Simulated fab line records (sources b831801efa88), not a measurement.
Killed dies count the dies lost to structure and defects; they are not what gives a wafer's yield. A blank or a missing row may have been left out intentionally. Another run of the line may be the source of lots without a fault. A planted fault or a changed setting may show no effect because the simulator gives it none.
fab line records	flow sfq_line
record: lots: 5	wafers: 15	last_day: 91
route steps=325 shown M6@255 I6@266 M7@281 I7@296 M8@325
lots that met no fault: taken from a fault-free run of the same line
start_h: the number of hours between the record's first day and the start of the first shown wafer of the lot	wait_h: how many hours have passed since the lot's step before this one	" the same as in the row above	L1.1+2: a single row standing in for several wafers	- either no value or no given start	* or withheld: withheld	< > ~ a bound
route shown NAME@n: names a module that has steps shown in the file, with the first one's number in the route	usual: mean/standard deviation taken from wafers without a fault	same: alike in all rows	chamber/n: place in a boat	sites: the reading at each site	_std_site: how widely they spread, as a standard deviation	_edge_site: outer sites' mean less inner sites'	radius_mm: how far each site lies from the wafer's centre	mask NAME#n: copy n	behind: the most recent tool/chamber to have shaped the wafer	hold: what put the lot on hold/how long, in hours/how the hold closed	device: names the non-switching transistor (n, p or np)	end of line: tests of these same wafers at the route's end	step lacking rows: just its recipe	killed: at the first sort, the dies lost to defects and structure; wafer yield is something else	map: dies across one wafer; x = killed, . = not, _ = none there
set.NAME: the setting the step ran with; set.NAME@STEP: the setting that earlier step ran with	model.NAME: the simulator's own value behind a step, which no gauge read
certain route steps with their lots: each step a table, each wafer a row
services: a tool's chamber out of use, with start hour (start_h, from the record's first day; less than 0 if before it), hours out, and reason
== steps ==
step: SFQ_TRILAYER_M6_LITHO_COAT_164
recipe: resist: BARC	spin_rpm: 3000	resist_thk_nm: 62
step: SFQ_TRILAYER_M6_LITHO_COAT_159
recipe: resist: KrF	spin_rpm: 3000	resist_thk_nm: 600
step: SFQ_TRILAYER_M6_LITHO_SOFTBAKE_163
recipe: temp_c: withheld	time_s: withheld	resist: KrF
step: SFQ_TRILAYER_M6_LITHO_EXPOSE_160
recipe: mask_id: M6	na: 0.6	source_shape: conventional	sigma_outer: 0.65	target_cd_nm: 500	dose_mj: 14.29
step: SFQ_TRILAYER_M6_LITHO_PEB_162
recipe: peb_temp_c: 115	peb_time_s: 60	resist: KrF
step: SFQ_TRILAYER_M6_LITHO_DEVELOP_161
recipe: time_s: 60	resist: KrF
step: SFQ_M6_OVL_MEAS_940
usual: M6_OVL: 2/4.7
lot.wafer	tool	chamber	start_h	wait_h	M6_OVL[nm]
L235.1	overlay-01	-	1726.72	0.1	1
L235.3	"	-	"	"	-2
L235.6	"	-	"	"	-3
L244.1	overlay-02	-	1814.12	0.1	4
L244.2	"	-	"	"	-1
L244.4	"	-	"	"	3
L246.1	overlay-02	-	1839.32	0.1	-2
L246.2	"	-	"	"	-1
L246.5	"	-	"	"	-2
L247.1	overlay-02	-	1846.52	0.1	7
L247.3	"	-	"	"	2
L247.6	"	-	"	"	8
L252.2	overlay-02	-	1880.40	0.1	3
L252.4	"	-	"	"	3
L252.6	"	-	"	"	7
step: SFQ_TRILAYER_M6_BARC_OPEN_METAL_ETCH_206
recipe: mask_material: PR	chemistry: O2	target_depth_nm: 125	target: BARC	icp_w: 587	bias_w: 80	pressure_mtorr: 10	time_s: 41.7
step: SFQ_TRILAYER_M6_ETCH_METAL_ETCH_162
recipe: target: Nb	stop_on: SiO2	mask_material: PR	chemistry: Cl2/Ar	target_depth_nm: 240	icp_w: 600	bias_w: 80	pressure_mtorr: 10	time_s: 120
usual: drypump_motor_current_A: 6.1/0.3	oes_product_au: 0.896/0.0057
lot.wafer	tool	chamber	start_h	wait_h	drypump_motor_current_A	oes_product_au	rf_hours_counter_h
L235.1	rie_metal-01	1	1726.81	0.0	5.9	0.894	3
L235.3	"	1	"	"	5.9	0.896	-
L235.6	"	0	"	"	6.4	0.891	-
L244.1	rie_metal-03	0	1814.21	0.0	6.1	0.893	139
L244.2	"	1	"	"	6.0	0.891	83
L244.4	"	0	"	"	6.1	0.885	-
L246.1	rie_metal-02	0	1839.41	0.0	6.3	0.894	50
L246.2	"	1	"	"	5.5	0.895	54
L246.5	"	1	"	"	5.4	0.886	-
L247.1	rie_metal-01	1	1846.61	0.0	5.9	0.895	20
L247.3	"	0	"	"	6.5	0.894	-
L247.6	"	0	"	"	6.5	0.902	-
L252.2	rie_metal-03	1	1880.49	0.0	6.0	0.896	99
L252.4	"	1	"	"	6.0	0.899	-
L252.6	"	0	"	"	6.1	0.890	-
step: SFQ_TRILAYER_M6_STRIP_STRIP_163
recipe: gas: O2	power_w: 200	platen_temp_c: 40	overash_fraction: 0.65	chemistry: O2	pressure_mtorr: 50
usual: drypump_motor_current_A: 6.06/0.3	oes_product_au: 1.000/0.0071
lot.wafer	tool	chamber	start_h	wait_h	drypump_motor_current_A	oes_product_au	rf_hours_counter_h
L235.1	rie_metal-01	1	1726.94	0.1	5.92	1.002	3
L235.3	"	1	"	"	5.89	1.007	-
L235.6	"	0	"	"	6.50	0.987	-
L244.1	rie_metal-03	0	1814.34	0.1	6.10	1.004	139
L244.2	"	1	"	"	6.01	1.003	83
L244.4	"	0	"	"	6.10	1.007	-
L246.1	rie_metal-02	0	1839.54	0.1	6.30	0.994	50
L246.2	"	1	"	"	5.45	0.997	55
L246.5	"	1	"	"	5.44	0.998	-
L247.1	rie_metal-01	1	1846.74	0.1	5.92	1.006	20
L247.3	"	0	"	"	6.46	0.992	-
L247.6	"	0	"	"	6.46	1.000	-
L252.2	rie_metal-03	1	1880.62	0.1	6.00	0.997	99
L252.4	"	1	"	"	6.02	0.994	-
L252.6	"	0	"	"	6.13	0.992	-
step: SFQ_TRILAYER_M6_STRIP_SOLV_CLEAN_164
recipe: chemistry: NMP	temp_c: 70	time_s: 600
step: SFQ_TRILAYER_I6_DEP_PECVD_165
recipe: material: SiO2	temp_c: 150	time_s: 111.11	pressure_torr: 2.4	rf_w: 183.3	precursor: SiH4/N2O	target_thk_nm: 500
step: SFQ_TRILAYER_I6_CMP_CMP_166
recipe: material: SiO2	down_force_psi: 3	platen_rpm: 60	pad_velocity_m_s: 0.94248
usual: motor_current_A: 9.9/1.3	time_to_endpoint_s: 217/6.3
lot.wafer	tool	chamber	start_h	wait_h	motor_current_A	time_to_endpoint_s	model.SiO2_of_TRILAYER_I6_DEP_PECVD_165.thk_nm
L235.3	cmp-02	2	1727.79	0.0	11.6	281	306.1
L235.1	"	0	1728.79	1.0	11.0	221	201.7
L235.6	"	2	1729.79	2.0	11.9	286	309.5
L244.1	cmp-01	2	1815.37	0.0	11.8	216	199
L244.4	"	0	1816.37	1.0	8.3	226	199.4
L244.2	"	1	"	"	10.0	213	199
L246.2	cmp-01	3	1840.43	0.1	8.5	214	200.1
L246.1	"	1	1841.43	1.1	9.4	212	200.2
L246.5	"	3	1842.43	2.0	8.1	216	200.6
L247.1	cmp-01	3	1852.93	5.4	8.2	208	200.2
L247.3	"	0	"	"	8.0	212	198.8
L247.6	"	3	1854.93	7.3	8.4	210	199.9
L252.4	cmp-02	3	1881.99	0.5	8.2	223	199.9
L252.2	"	0	"	"	10.5	212	200.1
L252.6	"	3	1883.99	2.5	8.7	218	200.4
step: SFQ_I6_BOW_MEAS_941
recipe: mode: bow
usual: I6_BOW: 7/9.3
lot.wafer	tool	chamber	start_h	wait_h	I6_BOW[um]
L235.1	film_metro-04	-	1730.79	1.5	24
L235.3	"	-	"	"	19
L235.6	"	-	"	"	8
L244.1	film_metro-01	-	1818.37	2.5	8
L244.2	"	-	"	"	-9
L244.4	"	-	"	"	4
L246.1	film_metro-01	-	1843.43	1.5	7
L246.2	"	-	"	"	15
L246.5	"	-	"	"	19
L247.1	film_metro-01	-	1855.43	2.0	5
L247.3	"	-	"	"	-4
L247.6	"	-	"	"	-13
L252.2	film_metro-04	-	1884.51	1.5	-8
L252.4	"	-	"	"	-5
L252.6	"	-	"	"	-10
step: SFQ_TRILAYER_I6_METRO_MEASURE_167
usual: thk_nm: 200.4/0.86
lot.wafer	tool	chamber	start_h	wait_h	thk_nm
L235.1	film_metro-04	-	1730.91	0.1	201.8
L235.3	"	-	"	"	306.0
L235.6	"	-	"	"	309.3
L244.1	film_metro-01	-	1818.49	0.1	198.8
L244.2	"	-	"	"	198.9
L244.4	"	-	"	"	199.4
L246.1	film_metro-01	-	1843.55	0.1	200.4
L246.2	"	-	"	"	200.1
L246.5	"	-	"	"	200.5
L247.1	film_metro-01	-	1855.55	0.1	200.3
L247.3	"	-	"	"	198.8
L247.6	"	-	"	"	199.8
L252.2	film_metro-04	-	1884.81	0.3	200.1
L252.4	"	-	"	"	199.8
L252.6	"	-	"	"	200.3
step: SFQ_TRILAYER_I6_VIA_LITHO_COAT_174
recipe: resist: BARC	spin_rpm: 3000	resist_thk_nm: 62
step: SFQ_TRILAYER_I6_VIA_LITHO_COAT_169
recipe: resist: KrF	spin_rpm: 3000	resist_thk_nm: 650
step: SFQ_TRILAYER_I6_VIA_LITHO_SOFTBAKE_173
recipe: temp_c: withheld	time_s: withheld	resist: KrF
step: SFQ_TRILAYER_I6_VIA_LITHO_EXPOSE_170
recipe: mask_id: I6	na: 0.6	source_shape: conventional	sigma_outer: 0.65	target_cd_nm: 700	dose_mj: 21.3
step: SFQ_TRILAYER_I6_VIA_LITHO_PEB_172
recipe: peb_temp_c: 115	peb_time_s: 60	resist: KrF
step: SFQ_TRILAYER_I6_VIA_LITHO_DEVELOP_171
recipe: time_s: 60	resist: KrF
step: SFQ_I6_OVL_MEAS_942
usual: I6_OVL: 0/6
lot.wafer	tool	chamber	start_h	wait_h	I6_OVL[nm]
L235.1	overlay-02	-	1836.92	0.1	-6
L235.3	"	-	"	"	-10
L235.6	"	-	"	"	-7
L244.1	overlay-02	-	1920.12	0.1	6
L244.2	"	-	"	"	3
L244.4	"	-	"	"	-1
L246.1	overlay-02	-	1941.72	0.1	-2
L246.2	"	-	"	"	-2
L246.5	"	-	"	"	-4
L247.1	overlay-01	-	1955.73	0.1	-5
L247.3	"	-	"	"	2
L247.6	"	-	"	"	0
L252.2	overlay-01	-	1992.93	0.1	9
L252.4	"	-	"	"	2
L252.6	"	-	"	"	2
step: SFQ_TRILAYER_I6_VIA_BARC_OPEN_VIA_ETCH_235
recipe: mask_material: PR	chemistry: O2	target_depth_nm: 125	target: BARC	source_w: 500	bias_w: 80	pressure_mtorr: 30	time_s: 41.7
usual: drypump_motor_current_A: 5.6/0.44	oes_product_au: 0.685/0.0046
lot.wafer	tool	chamber	start_h	wait_h	drypump_motor_current_A	oes_product_au	rf_hours_counter_h
L235.1	rie_diel-04	1	1836.95	0.0	6.0	0.686	1
L235.3	"	0	"	"	5.0	0.692	2
L235.6	"	0	"	"	5.0	0.686	-
L244.1	rie_diel-02	0	1920.16	0.0	5.1	0.687	22
L244.2	"	3	"	"	5.4	0.686	21
L244.4	"	1	"	"	6.0	0.681	21
L246.1	rie_diel-01	3	1941.76	0.0	5.9	0.687	11
L246.2	"	1	"	"	5.8	0.687	12
L246.5	"	3	"	"	5.9	0.685	-
L247.1	rie_diel-04	3	1955.76	0.0	5.7	0.693	1
L247.3	"	1	"	"	6.0	0.684	2
L247.6	"	2	"	"	5.0	0.689	-
L252.2	rie_diel-04	1	1992.96	0.0	6.0	0.683	2
L252.4	"	3	"	"	5.7	0.687	1
L252.6	"	1	"	"	6.0	0.683	-
step: SFQ_TRILAYER_I6_VIA_ETCH_VIA_ETCH_172
recipe: target: SiO2	stop_on: Nb	mask_material: PR	taper_deg: 20	chemistry: CHF3	target_depth_nm: 260	source_w: 500	bias_w: 80	pressure_mtorr: 30	time_s: withheld
usual: drypump_motor_current_A: 5.6/0.43	oes_product_au: 0.855/0.0048
lot.wafer	tool	chamber	start_h	wait_h	drypump_motor_current_A	oes_product_au	model.etch.depth_nm	model.I6.feature_depth_nm
L235.1	rie_diel-04	1	1836.99	0.0	6.0	0.860	201.7	201.7
L235.3	"	0	"	"	5.0	0.997	261	261
L235.6	"	0	"	"	5.0	1.005	260.4	260.4
L244.1	rie_diel-02	0	1920.20	0.0	5.1	0.851	199	199
L244.2	"	3	"	"	5.4	0.852	199	199
L244.4	"	1	"	"	6.0	0.850	199.4	199.4
L246.1	rie_diel-01	3	1941.80	0.0	5.9	0.853	200.2	200.2
L246.2	"	1	"	"	5.8	0.856	200.1	200.1
L246.5	"	3	"	"	5.9	0.855	200.6	200.6
L247.1	rie_diel-04	3	1955.80	0.0	5.7	0.857	200.2	200.2
L247.3	"	1	"	"	6.0	0.854	198.8	198.8
L247.6	"	2	"	"	5.0	0.854	199.9	199.9
L252.2	rie_diel-04	1	1993.00	0.0	6.0	0.854	200.1	200.1
L252.4	"	3	"	"	5.7	0.849	199.9	199.9
L252.6	"	1	"	"	6.0	0.857	200.4	200.4
step: SFQ_TRILAYER_I6_VIA_STRIP_STRIP_173
recipe: gas: O2	power_w: 200	platen_temp_c: 40	overash_fraction: 0.65	chemistry: O2	pressure_mtorr: 50
usual: drypump_motor_current_A: 5.9/0.4	oes_product_au: 1.002/0.0071
lot.wafer	tool	chamber	start_h	wait_h	drypump_motor_current_A	oes_product_au	rf_hours_counter_h
L235.1	rie_metal-01	1	1837.11	-	5.9	0.991	18
L235.3	"	0	"	"	6.5	1.002	-
L235.6	"	0	"	"	6.4	0.992	-
L244.1	rie_metal-01	0	1920.31	-	6.4	0.982	80
L244.2	"	1	"	"	5.9	1.004	29
L244.4	"	1	"	"	5.9	1.011	-
L246.1	rie_metal-03	1	1941.91	-	6.0	0.996	106
L246.2	"	0	"	"	6.1	0.990	11
L246.5	"	0	"	"	6.1	1.001	-
L247.1	rie_metal-03	0	1955.91	-	6.1	1.009	12
L247.3	"	0	"	"	6.1	0.998	-
L247.6	"	0	"	"	6.1	1.004	-
L252.2	rie_metal-04	1	1993.11	-	5.9	1.002	103
L252.4	"	1	"	"	5.8	1.002	-
L252.6	"	1	"	"	5.8	1.009	-
step: SFQ_TRILAYER_I6_VIA_STRIP_SOLV_CLEAN_174
recipe: chemistry: NMP	temp_c: 70	time_s: 600
step: SFQ_TRILAYER_M7_DEP_PRE_CLEAN_176
recipe: gas: Ar	time_s: 22.5	bias_v: 250
lot.wafer	tool	chamber	start_h	wait_h	model.SiO2_of_TRILAYER_I6_DEP_PECVD_165.thk_nm
L235.1	pvd_sputter-06	-	1837.88	0.0	194.2
L235.3	"	-	"	"	298.6
L235.6	"	-	"	"	302
L244.1+2	pvd_sputter-03	-	1921.09	0.0	191.5
L244.4	"	-	"	"	191.9
L246.1	pvd_sputter-06	-	1942.70	0.0	192.7
L246.2	"	-	"	"	192.6
L246.5	"	-	"	"	193.1
L247.1	pvd_sputter-06	-	1956.69	0.0	192.7
L247.3	"	-	"	"	191.3
L247.6	"	-	"	"	192.4
L252.2	pvd_sputter-06	-	1993.89	0.0	192.6
L252.4	"	-	"	"	192.4
L252.6	"	-	"	"	192.9
step: SFQ_TRILAYER_M7_DEP_SPUTTER_175
recipe: material: Nb	base_pressure_pa: 1.33e-06	chamber_pressure_pa: 0.1333	substrate_temp_c: 20	target_thk_nm: 200	power_w: 2000	time_s: 133.3
step: SFQ_M7_RS_MEAS_943
recipe: thk_meas_gauge: four-point-probe	reads: Nb_of_TRILAYER_M7_DEP_SPUTTER_175
usual: M7_NB_RS: 0.890/0.0092
lot.wafer	tool	chamber	start_h	wait_h	M7_NB_RS[ohm/sq]
L235.1	film_metro-04	-	1838.00	0.0	0.912
L235.3	"	-	"	"	0.906
L235.6	"	-	"	"	0.909
L244.1	film_metro-04	-	1921.21	0.0	0.892
L244.2	"	-	"	"	0.885
L244.4	"	-	"	"	0.902
L246.1	film_metro-02	-	1942.82	0.0	0.889
L246.2	"	-	"	"	0.881
L246.5	"	-	"	"	0.889
L247.1	film_metro-04	-	1956.81	0.0	0.895
L247.3	"	-	"	"	0.893
L247.6	"	-	"	"	0.886
L252.2	film_metro-02	-	1994.03	0.1	0.889
L252.4	"	-	"	"	0.892
L252.6	"	-	"	"	0.895
step: SFQ_TRILAYER_M7_LITHO_COAT_182
recipe: resist: BARC	spin_rpm: 2956	resist_thk_nm: 62
step: SFQ_TRILAYER_M7_LITHO_COAT_177
recipe: resist: KrF	spin_rpm: 3000	resist_thk_nm: 600
step: SFQ_TRILAYER_M7_LITHO_SOFTBAKE_181
recipe: temp_c: withheld	time_s: withheld	resist: KrF
step: SFQ_TRILAYER_M7_LITHO_EXPOSE_178
recipe: mask_id: M7	na: 0.6	source_shape: conventional	sigma_outer: 0.65	target_cd_nm: 500	dose_mj: 14.4
step: SFQ_TRILAYER_M7_LITHO_PEB_180
recipe: peb_temp_c: 115	peb_time_s: 60	resist: KrF
step: SFQ_TRILAYER_M7_LITHO_DEVELOP_179
recipe: time_s: 60	resist: KrF
step: SFQ_M7_OVL_MEAS_945
usual: M7_OVL: 0/5.4
lot.wafer	tool	chamber	start_h	wait_h	M7_OVL[nm]
L235.1	overlay-01	-	1933.32	0.1	4
L235.3	"	-	"	"	0
L235.6	"	-	"	"	-1
L244.1	overlay-02	-	2026.32	0.1	-7
L244.2	"	-	"	"	-2
L244.4	"	-	"	"	-6
L246.1	overlay-01	-	2047.92	0.1	-4
L246.2	"	-	"	"	-4
L246.5	"	-	"	"	-8
L247.1	overlay-01	-	2060.92	0.1	8
L247.3	"	-	"	"	9
L247.6	"	-	"	"	9
L252.2	overlay-02	-	2088.59	0.1	4
L252.4	"	-	"	"	4
L252.6	"	-	"	"	2
step: SFQ_TRILAYER_M7_BARC_OPEN_METAL_ETCH_229
recipe: mask_material: PR	chemistry: O2	target_depth_nm: 125	target: BARC	icp_w: 600	bias_w: 80	pressure_mtorr: 10	time_s: 41.7
usual: drypump_motor_current_A: 5.9/0.47	oes_product_au: 0.687/0.0045
lot.wafer	tool	chamber	start_h	wait_h	drypump_motor_current_A	oes_product_au	rf_hours_counter_h
L235.1	rie_metal-01	1	1933.36	0.0	5.9	0.682	31
L235.3	"	0	"	"	6.5	0.685	-
L235.6	"	1	"	"	5.9	0.690	-
L244.1	rie_metal-04	0	2026.36	0.0	5.1	0.694	44
L244.2	"	1	"	"	5.8	0.687	107
L244.4	"	1	"	"	5.8	0.690	-
L246.1	rie_metal-02	0	2047.96	0.0	6.3	0.683	74
L246.2	"	1	"	"	5.5	0.683	75
L246.5	"	0	"	"	6.3	0.686	-
L247.1	rie_metal-02	1	2060.96	0.0	5.4	0.696	77
L247.3	"	1	"	"	5.4	0.683	-
L247.6	"	1	"	"	5.4	0.690	-
L252.2	rie_metal-04	1	2088.62	0.0	5.8	0.697	113
L252.4	"	1	"	"	5.8	0.691	-
L252.6	"	1	"	"	5.8	0.683	-
step: SFQ_TRILAYER_M7_ETCH_METAL_ETCH_180
recipe: target: Nb	stop_on: SiO2	mask_material: PR	chemistry: Cl2/Ar	target_depth_nm: 240	icp_w: 579.8	bias_w: 80	pressure_mtorr: 10	time_s: 120
step: SFQ_TRILAYER_M7_STRIP_STRIP_181
recipe: gas: O2	power_w: 200	platen_temp_c: 40	overash_fraction: 0.65	chemistry: O2	pressure_mtorr: 50
step: SFQ_TRILAYER_M7_STRIP_SOLV_CLEAN_182
recipe: chemistry: NMP	temp_c: 70	time_s: 600
step: SFQ_TRILAYER_I7_DEP_PECVD_183
recipe: material: SiO2	temp_c: 150	time_s: 111.11	pressure_torr: 2.4	rf_w: 183.3	precursor: SiH4/N2O	target_thk_nm: 500
step: SFQ_M8_BOW_MEAS_951
recipe: mode: bow
usual: M8_BOW: 9/10
lot.wafer	tool	chamber	start_h	wait_h	M8_BOW[um]	model.etest.i6.link_ohm
L235.1	film_metro-02	-	2077.16	0.0	26	1.905
L235.3	"	-	"	"	21	1e+06
L235.6	"	-	"	"	9	1e+06
L244.1	film_metro-01	-	2135.71	0.0	16	1.877
L244.2	"	-	"	"	-2	1.862
L244.4	"	-	"	"	11	1.884
L246.1	film_metro-03	-	2146.96	0.0	10	1.876
L246.2	"	-	"	"	17	1.869
L246.5	"	-	"	"	21	1.882
L247.1	film_metro-03	-	2155.24	0.0	6	1.878
L247.3	"	-	"	"	-2	1.88
L247.6	"	-	"	"	-12	1.87
L252.2	film_metro-03	-	2179.24	0.0	-5	1.872
L252.4	"	-	"	"	-2	1.873
L252.6	"	-	"	"	-6	1.882
== services ==
tool	chamber	start_h	hours	kind
rie_diel-04	2	1716.60	2.8	repair
film_metro-01	-	1724.24	2.1	pm
rie_metal-03	-	1745.96	0.5	repair
rie_diel-04	2	1752.74	6.6	repair
rie_metal-04	1	1764.57	5.7	repair
cmp-01	-	1773.89	1.8	repair
cmp-01	-	1786.74	3.9	pm
cmp-01	-	1797.79	4.9	pm
pvd_sputter-06	-	1822.56	0.9	repair
cmp-01	-	1832.65	2.5	repair
film_metro-01	-	1845.24	6.9	pm
rie_metal-02	-	1860.15	0.3	repair
pvd_sputter-06	-	1863.94	1.7	repair
rie_metal-03	0	1864.57	4.3	repair
pvd_sputter-06	-	1872.46	6.0	repair
rie_diel-04	1	1872.64	1.8	repair
film_metro-01	-	1924.13	0.6	pm
pvd_sputter-06	-	1937.68	3.5	repair
cmp-01	-	1939.81	4.0	pm
rie_metal-02	-	1943.66	0.6	repair
rie_metal-03	-	1984.58	1.4	pm
rie_metal-02	1	1987.41	16.4	repair
rie_metal-01	-	2030.23	4.2	repair
rie_metal-03	-	2050.59	28.1	pm
== key ==
first_sign: step: SFQ_TRILAYER_I6_CMP_CMP_166	reading: time_to_endpoint_s	direction: up	sigmas: 11	usual: *	struck: *
effect: step: SFQ_TRILAYER_I6_METRO_MEASURE_167	reading: thk_nm	direction: up	sigmas: 99+	usual: 200.4	struck: 307.6
effect: step: SFQ_TRILAYER_I6_VIA_ETCH_VIA_ETCH_172	reading: oes_product_au	direction: up	sigmas: 30	usual: 0.855	struck: 1.001
model_effect: step: SFQ_TRILAYER_I6_CMP_CMP_166	value: SiO2_of_TRILAYER_I6_DEP_PECVD_165.thk_nm	without: 201.2	struck: 307.8
model_effect: step: SFQ_TRILAYER_I6_VIA_ETCH_VIA_ETCH_172	value: etch.depth_nm	without: 201.2	struck: 260.7
model_effect: step: SFQ_TRILAYER_M7_DEP_PRE_CLEAN_176	value: SiO2_of_TRILAYER_I6_DEP_PECVD_165.thk_nm	without: 193.7	struck: 300.3
model_effect: step: SFQ_M8_BOW_MEAS_951	value: etest.i6.link_ohm	without: 1.891	struck: 1e+06
met_at SFQ_TRILAYER_I6_CMP_CMP_166
struck_wafers L235.3,L235.6
fault: kind: process_parameter_drift	tool: cmp-02	chamber: 2	onset_h: 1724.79	steps: SFQ_TRILAYER_I6_CMP_CMP_166	channel: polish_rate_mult	offset: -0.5	shape: step	end_h: 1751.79
